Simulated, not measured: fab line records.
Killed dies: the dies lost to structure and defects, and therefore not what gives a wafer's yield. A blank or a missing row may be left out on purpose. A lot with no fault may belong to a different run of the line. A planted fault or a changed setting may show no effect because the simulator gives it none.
fab line records -- flow sfqLine
record: lots: 14, wafers: 42, lastDay: 78
route steps=325 shown L0@3 L0V@16 I4@166
lots with no fault: from the same line, run without faults
startH: hours from the record's opening day to when the first of the lot's shown wafers began -- waitH: time in hours since the lot's previous step -- " the same as in the row above -- L1.1+2: one row covering several wafers at once -- - no value, or no start was given -- * or withheld: withheld -- < > ~ a bound
route shown NAME@n: names a module that has steps shown in the file, with the first one's number in the route -- usual: mean/standard deviation of fault-free wafers -- same: alike in all rows -- chamber/n: place in a boat -- sites: the reading at each site -- _std_site: how widely they spread, as a standard deviation -- _edge_site: inner sites' mean taken away from outer sites' mean -- radiusMm: for every site, how far away it sits from the centre of the wafer -- mask NAME#n: copy n -- behind: tool/chamber where the wafer was last shaped -- hold: cause of the lot's hold/its duration in hours/its outcome -- device: the transistor (n, p or np) that didn't switch -- end of line: the same wafers' tests at the end of the route -- step lacking rows: just its recipe -- killed: dies that structure and defects cost at the first sort, which is not the same as the wafer's yield -- map: dies across one wafer; x = killed, . = not, _ = none there
set.NAME: the setting that was run; set.NAME@STEP: the one run at that earlier step -- model.NAME: the simulator's own value behind a step, which no gauge read
route steps across a sampled set of lots; one table per step, one row per wafer
services: the hour from which a tool's chamber was out of use, counted from the record's first day as startH (under 0 if before that day), plus the number of hours and why
== steps ==
step: SFQ_TRILAYER_L0_DEP_SPUTTER_003
recipe: material: MoNx_KI, basePressurePa: 1.33e-06, targetThkNm: 40, powerW: 800, timeS: 100, chamberPressurePa: 0.4
usual: throttleValvePct: 29.7/0.76
lot.wafer,tool,chamber,startH,waitH,throttleValvePct
L795.1,pvdSputter-03,-,12.49,0.0,29.3
L795.2,pvdSputter-03,-,12.49,0.0,30.0
L795.6,pvdSputter-03,-,12.49,0.0,30.1
L796.2,pvdSputter-06,-,17.49,0.0,29.7
L796.3,pvdSputter-06,-,17.49,0.0,29.6
L796.6,pvdSputter-06,-,17.49,0.0,29.9
L797.2,pvdSputter-04,-,22.49,0.0,30.0
L797.3,pvdSputter-04,-,22.49,0.0,30.0
L797.6,pvdSputter-04,-,22.49,0.0,28.6
L798.1,pvdSputter-04,-,27.49,0.0,29.7
L798.2,pvdSputter-04,-,27.49,0.0,30.3
L798.3,pvdSputter-04,-,27.49,0.0,28.7
L799.3,pvdSputter-04,-,32.49,0.0,30.1
L799.5,pvdSputter-04,-,32.49,0.0,29.8
L799.6,pvdSputter-04,-,32.49,0.0,30.6
L800.1,pvdSputter-04,-,37.49,0.0,28.7
L800.3,pvdSputter-04,-,37.49,0.0,30.2
L800.6,pvdSputter-04,-,37.49,0.0,30.1
L801.1,pvdSputter-06,-,42.49,0.0,29.8
L801.4,pvdSputter-06,-,42.49,0.0,29.4
L801.5,pvdSputter-06,-,42.49,0.0,29.6
L802.3,pvdSputter-06,-,47.49,0.0,28.3
L802.5,pvdSputter-06,-,47.49,0.0,29.4
L802.6,pvdSputter-06,-,47.49,0.0,29.9
L803.2,pvdSputter-06,-,52.49,0.0,29.5
L803.3,pvdSputter-06,-,52.49,0.0,28.3
L803.4,pvdSputter-06,-,52.49,0.0,29.5
L804.1,pvdSputter-06,-,57.49,0.0,29.4
L804.2,pvdSputter-06,-,57.49,0.0,29.6
L804.6,pvdSputter-06,-,57.49,0.0,29.8
L806.1,pvdSputter-06,-,67.49,0.0,28.4
L806.3,pvdSputter-06,-,67.49,0.0,30.0
L806.5,pvdSputter-06,-,67.49,0.0,29.4
L809.1,pvdSputter-03,-,82.49,0.0,30.9
L809.3,pvdSputter-03,-,82.49,0.0,29.8
L809.4,pvdSputter-03,-,82.49,0.0,31.0
L810.3,pvdSputter-03,-,87.49,0.0,31.2
L810.4,pvdSputter-03,-,87.49,0.0,29.7
L810.6,pvdSputter-03,-,87.49,0.0,31.3
L816.1,pvdSputter-03,-,117.49,0.0,29.6
L816.4,pvdSputter-03,-,117.49,0.0,29.8
L816.5,pvdSputter-03,-,117.49,0.0,31.4
step: SFQ_TRILAYER_L0_CAP_PECVD_011
recipe: material: SiO2, tempC: 150, timeS: 13.333, pressureTorr: 2.4, rfW: 183.3, precursor: SiH4/N2O, targetThkNm: 60
usual: heaterPowerOuterW: 26/9.7, heaterPowerW: 77/15, throttleValvePct: 25.9/2
lot.wafer,tool,chamber,startH,waitH,heaterPowerOuterW,heaterPowerW,throttleValvePct
L795.1,pecvd-01,0,53.67,0.0,20,70,24.3
L795.2,pecvd-01,1,53.67,0.0,44,101,23.1
L795.6,pecvd-01,0,53.67,0.0,20,71,24.3
L796.2,pecvd-03,1,57.73,0.0,39,95,27.0
L796.3,pecvd-03,0,57.73,0.0,25,77,23.4
L796.6,pecvd-03,0,57.73,0.0,24,76,23.2
L797.2,pecvd-01,2,64.45,0.0,24,80,24.5
L797.3,pecvd-01,1,64.45,0.0,35,91,23.3
L797.6,pecvd-01,2,64.45,0.0,24,79,24.4
L798.1,pecvd-02,2,66.13,0.0,25,69,24.6
L798.2,pecvd-02,0,66.13,0.0,15,49,26.4
L798.3,pecvd-02,1,66.13,0.0,24,73,28.5
L799.3,pecvd-02,2,73.33,0.0,27,73,24.4
L799.5,pecvd-02,0,73.33,0.0,8,41,26.6
L799.6,pecvd-02,2,73.33,0.0,27,71,24.6
L800.1,pecvd-02,2,79.34,0.0,23,67,24.5
L800.3,pecvd-02,0,79.34,0.0,12,45,26.3
L800.6,pecvd-02,1,79.34,0.0,26,72,28.5
L801.1,pecvd-03,1,85.50,0.0,40,98,27.1
L801.4,pecvd-03,2,85.50,0.0,24,76,28.5
L801.5,pecvd-03,0,85.50,0.0,23,78,23.3
L802.3,pecvd-03,0,88.93,0.0,31,85,23.4
L802.5,pecvd-03,0,88.93,0.0,32,86,23.2
L802.6,pecvd-03,2,88.93,0.0,17,65,28.7
L803.2,pecvd-03,1,94.94,0.0,43,101,27.1
L803.3,pecvd-03,1,94.94,0.0,44,99,27.0
L803.4,pecvd-03,2,94.94,0.0,26,78,28.5
L804.1,pecvd-03,1,98.53,0.0,44,101,26.9
L804.2,pecvd-03,2,98.53,0.0,26,77,28.6
L804.6,pecvd-03,1,98.53,0.0,43,101,27.0
L806.1,pecvd-03,1,109.33,0.0,36,91,27.1
L806.3,pecvd-03,2,109.33,0.0,20,69,29.0
L806.5,pecvd-03,1,109.33,0.0,36,94,27.2
L809.1,pecvd-03,1,121.50,0.0,44,102,27.1
L809.3,pecvd-03,2,121.50,0.0,22,71,28.7
L809.4,pecvd-03,1,121.50,0.0,45,101,27.2
L810.3,pecvd-03,0,128.53,0.0,25,77,23.5
L810.4,pecvd-03,1,128.53,0.0,37,92,27.1
L810.6,pecvd-03,2,128.53,0.0,17,66,28.6
L816.1,pecvd-01,0,161.04,0.0,20,72,25.0
L816.4,pecvd-01,0,161.04,0.0,20,71,24.8
L816.5,pecvd-01,1,161.04,0.0,41,98,23.3
step: SFQ_TRILAYER_L0_VIA_ETCH_VIA_ETCH_016
recipe: target: SiO2, stopOn: MoNx_KI, maskMaterial: PR, chemistry: CHF3, targetDepthNm: 80, sourceW: 500, biasW: 80, pressureMtorr: 30, timeS: withheld
usual: drypumpMotorCurrentA: 5.9/0.49, oesProductAu: 0.842/0.0078
lot.wafer,tool,chamber,startH,waitH,drypumpMotorCurrentA,oesProductAu
L795.1,rieDiel-04,0,111.74,0.0,6.2,0.838
L795.2,rieDiel-04,1,111.74,0.0,5.7,0.845
L795.6,rieDiel-04,1,111.74,0.0,5.6,0.845
L796.2,rieDiel-04,2,116.54,0.0,6.7,0.837
L796.3,rieDiel-04,3,116.54,0.0,5.7,0.825
L796.6,rieDiel-04,3,116.54,0.0,5.7,0.839
L797.2,rieDiel-02,1,125.36,0.0,5.5,0.831
L797.3,rieDiel-02,3,125.36,0.0,6.8,0.848
L797.6,rieDiel-02,3,125.36,0.0,6.8,0.839
L798.1,rieDiel-04,3,126.56,0.0,5.8,0.838
L798.2,rieDiel-04,0,126.56,0.0,6.2,0.841
L798.3,rieDiel-04,2,126.56,0.0,6.6,0.835
L799.3,rieDiel-01,1,130.16,0.0,6.0,0.836
L799.5,rieDiel-01,0,130.16,0.0,4.9,0.853
L799.6,rieDiel-01,1,130.16,0.0,6.0,0.855
L800.1,rieDiel-02,0,138.56,0.0,5.7,0.854
L800.3,rieDiel-02,3,138.56,0.0,6.8,0.843
L800.6,rieDiel-02,1,138.56,0.0,5.5,0.853
L801.1,rieDiel-02,1,143.46,0.0,5.5,0.832
L801.4,rieDiel-02,0,143.46,0.0,5.6,0.839
L801.5,rieDiel-02,1,143.46,0.0,5.5,0.830
L802.3,rieDiel-01,0,148.26,0.0,4.9,0.824
L802.5,rieDiel-01,1,148.26,0.0,6.0,0.832
L802.6,rieDiel-01,0,148.26,0.0,4.9,0.854
L803.2,rieDiel-02,2,154.26,0.0,5.8,0.832
L803.3,rieDiel-02,1,154.26,0.0,5.6,0.846
L803.4,rieDiel-02,3,154.26,0.0,6.8,0.837
L804.1,rieDiel-02,3,157.86,0.0,6.8,0.831
L804.2,rieDiel-02,1,157.86,0.0,5.5,0.840
L804.6,rieDiel-02,1,157.86,0.0,5.5,0.831
L806.1,rieDiel-04,1,172.26,0.0,5.7,0.839
L806.3,rieDiel-04,0,172.26,0.0,6.2,1.009
L806.5,rieDiel-04,0,172.26,0.0,6.2,0.839
L809.1,rieDiel-02,2,187.75,0.0,5.8,0.843
L809.3,rieDiel-02,1,187.75,0.0,5.5,1.004
L809.4,rieDiel-02,0,187.75,0.0,5.6,0.845
L810.3,rieDiel-01,1,197.35,0.0,6.0,0.829
L810.4,rieDiel-01,3,197.35,0.0,6.0,0.842
L810.6,rieDiel-01,3,197.35,0.0,6.0,1.026
L816.1,rieDiel-04,3,234.35,0.0,5.7,0.839
L816.4,rieDiel-04,2,234.35,0.0,6.7,0.855
L816.5,rieDiel-04,1,234.35,0.0,5.7,0.851
step: SFQ_TRILAYER_L0_VIA_STRIP_STRIP_017
recipe: gas: O2, powerW: 200, platenTempC: 40, overashFraction: 0.65, chemistry: O2, pressureMtorr: 50
usual: drypumpMotorCurrentA: 6.0/0.37, oesProductAu: 0.993/0.0097
lot.wafer,tool,chamber,startH,waitH,drypumpMotorCurrentA,oesProductAu,rfHoursCounterH
L795.1,rieMetal-02,0,111.78,-,5.5,0.981,98
L795.2,rieMetal-02,1,111.78,-,5.7,1.001,6
L795.6,rieMetal-02,1,111.78,-,5.8,0.998,-
L796.2,rieMetal-02,1,116.58,-,5.7,1.005,7
L796.3,rieMetal-02,1,116.58,-,5.8,1.005,-
L796.6,rieMetal-02,1,116.58,-,5.8,1.006,-
L797.2,rieMetal-02,1,125.40,-,5.8,0.995,8
L797.3,rieMetal-02,1,125.40,-,5.8,1.002,-
L797.6,rieMetal-02,1,125.40,-,5.7,1.000,-
L798.1,rieMetal-03,1,126.60,-,6.6,0.991,160
L798.2,rieMetal-03,0,126.60,-,5.9,0.992,8
L798.3,rieMetal-03,1,126.60,-,6.6,0.996,-
L799.3,rieMetal-03,1,130.40,-,6.6,1.003,-
L799.5,rieMetal-03,0,130.40,-,5.9,0.982,-
L799.6,rieMetal-03,1,130.40,-,6.6,0.993,-
L800.1,rieMetal-02,0,138.60,-,5.6,0.992,103
L800.3,rieMetal-02,0,138.60,-,5.6,0.998,-
L800.6,rieMetal-02,1,138.60,-,5.8,1.002,-
L801.1,rieMetal-03,1,143.50,-,6.6,0.989,163
L801.4,rieMetal-03,0,143.50,-,5.9,0.982,-
L801.5,rieMetal-03,1,143.50,-,6.6,0.984,-
L802.3,rieMetal-01,0,148.50,-,6.2,0.985,-
L802.5,rieMetal-01,1,148.50,-,6.3,0.989,-
L802.6,rieMetal-01,0,148.50,-,6.2,0.994,-
L803.2,rieMetal-01,0,154.50,-,6.2,0.990,-
L803.3,rieMetal-01,0,154.50,-,6.2,1.002,-
L803.4,rieMetal-01,0,154.50,-,6.2,0.990,-
L804.1,rieMetal-03,0,157.90,-,5.9,0.989,14
L804.2,rieMetal-03,1,157.90,-,6.6,0.975,165
L804.6,rieMetal-03,0,157.90,-,5.9,0.982,-
L806.1,rieMetal-03,1,172.30,-,6.6,0.997,168
L806.3,rieMetal-03,1,172.30,-,6.6,0.986,-
L806.5,rieMetal-03,0,172.30,-,5.9,0.978,-
L809.1,rieMetal-02,1,187.80,-,5.7,1.009,19
L809.3,rieMetal-02,1,187.80,-,5.8,1.008,-
L809.4,rieMetal-02,0,187.80,-,5.6,0.998,-
L810.3,rieMetal-02,0,197.60,-,5.6,1.003,-
L810.4,rieMetal-02,1,197.60,-,5.8,1.009,-
L810.6,rieMetal-02,0,197.60,-,5.6,0.994,-
L816.1,rieMetal-03,0,234.40,-,5.9,0.964,29
L816.4,rieMetal-03,0,234.40,-,5.9,0.986,-
L816.5,rieMetal-03,1,234.40,-,6.6,0.992,-
step: SFQ_TRILAYER_I4_METRO_MEASURE_101
usual: thkNm: 199.6/1.3
lot.wafer,tool,chamber,startH,waitH,thkNm
L795.1,filmMetro-01,-,856.61,0.1,200.1
L795.2,filmMetro-01,-,856.61,0.1,200.7
L795.6,filmMetro-01,-,856.61,0.1,201.0
L796.2,filmMetro-01,-,865.81,0.3,200.6
L796.3,filmMetro-01,-,865.81,0.3,200.8
L796.6,filmMetro-01,-,865.81,0.3,201.7
L797.2,filmMetro-01,-,877.81,0.3,201.1
L797.3,filmMetro-01,-,877.81,0.3,198.1
L797.6,filmMetro-01,-,877.81,0.3,199.8
L798.1,filmMetro-03,-,889.61,0.1,199.2
L798.2,filmMetro-03,-,889.61,0.1,199.7
L798.3,filmMetro-03,-,889.61,0.1,197.9
L799.3,filmMetro-04,-,913.02,0.5,201.9
L799.5,filmMetro-04,-,913.02,0.5,200.2
L799.6,filmMetro-04,-,913.02,0.5,198.4
L800.1,filmMetro-01,-,923.35,0.1,200.9
L800.3,filmMetro-01,-,923.35,0.1,201.4
L800.6,filmMetro-01,-,923.35,0.1,199.7
L801.1,filmMetro-03,-,937.11,0.1,199.8
L801.4,filmMetro-03,-,937.11,0.1,197.7
L801.5,filmMetro-03,-,937.11,0.1,197.4
L802.3,filmMetro-04,-,950.55,0.5,199.8
L802.5,filmMetro-04,-,950.55,0.5,196.7
L802.6,filmMetro-04,-,950.55,0.5,200.3
L803.2,filmMetro-03,-,957.20,0.3,200.7
L803.3,filmMetro-03,-,957.20,0.3,197.7
L803.4,filmMetro-03,-,957.20,0.3,199.1
L804.1,filmMetro-03,-,965.58,0.1,198.9
L804.2,filmMetro-03,-,965.58,0.1,199.9
L804.6,filmMetro-03,-,965.58,0.1,198.7
L806.1,filmMetro-01,-,978.00,0.1,198.2
L806.3,filmMetro-01,-,978.00,0.1,199.9
L806.5,filmMetro-01,-,978.00,0.1,200.1
L809.1,filmMetro-01,-,992.58,0.1,200.4
L809.3,filmMetro-01,-,992.58,0.1,200.8
L809.4,filmMetro-01,-,992.58,0.1,198.8
L810.3,filmMetro-04,-,1008.40,0.5,198.9
L810.4,filmMetro-04,-,1008.40,0.5,201.3
L810.6,filmMetro-04,-,1008.40,0.5,200.1
L816.1,filmMetro-04,-,1058.58,0.1,200.9
L816.4,filmMetro-04,-,1058.58,0.1,200.4
L816.5,filmMetro-04,-,1058.58,0.1,199.0
== services ==
tool,chamber,startH,hours,kind
rieDiel-02,2,1.93,1.6,repair
pecvd-03,-,28.37,2.4,repair
pecvd-03,-,89.28,3.4,repair
pecvd-03,0,89.85,20.3,repair
pecvd-03,-,162.05,1.8,repair
pecvd-03,-,189.08,1.2,repair
pecvd-03,-,243.61,2.4,repair
pecvd-03,-,264.61,0.3,repair
pecvd-03,2,347.79,13.0,repair
pecvd-03,0,369.39,4.7,repair
pecvd-03,-,389.35,1.0,repair
pecvd-03,-,474.81,0.7,repair
pecvd-03,2,478.25,9.1,repair
pecvd-03,-,482.47,1.1,repair
pecvd-03,0,499.02,5.2,repair
pecvd-03,-,553.56,4.3,pm
pecvd-03,-,563.75,14.0,pm
pecvd-03,-,601.14,1.0,repair
pecvd-03,-,660.92,6.0,pm
pecvd-03,0,672.25,18.9,repair
pecvd-03,1,763.36,6.6,repair
pecvd-03,2,847.26,21.6,repair
pecvd-03,-,857.48,0.7,repair
pecvd-03,-,896.72,2.8,pm
== key ==
firstSign: step: SFQ_TRILAYER_L0_VIA_ETCH_VIA_ETCH_016, reading: oesProductAu, direction: up, sigmas: 22, usual: 0.842, struck: 1.013
effect none on later readings
metAt SFQ_TRILAYER_L0_CAP_PECVD_011
struckLots L806,L809,L810
struckWafers L806.3,L809.3,L810.6
notActingAt SFQ_TRILAYER_L0_DEP_SPUTTER_003,SFQ_TRILAYER_L0_VIA_STRIP_STRIP_017,SFQ_TRILAYER_I4_METRO_MEASURE_101
onsetBetween 98.53 109.33
fault: kind: processParameterDrift, tool: pecvd-03, chamber: 2, onsetH: 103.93, steps: SFQ_TRILAYER_L0_CAP_PECVD_011, channel: targetThkNm, offset: 30.119, shape: step, endH: 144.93, actsIn: theseRecipesOnly, stated: 60
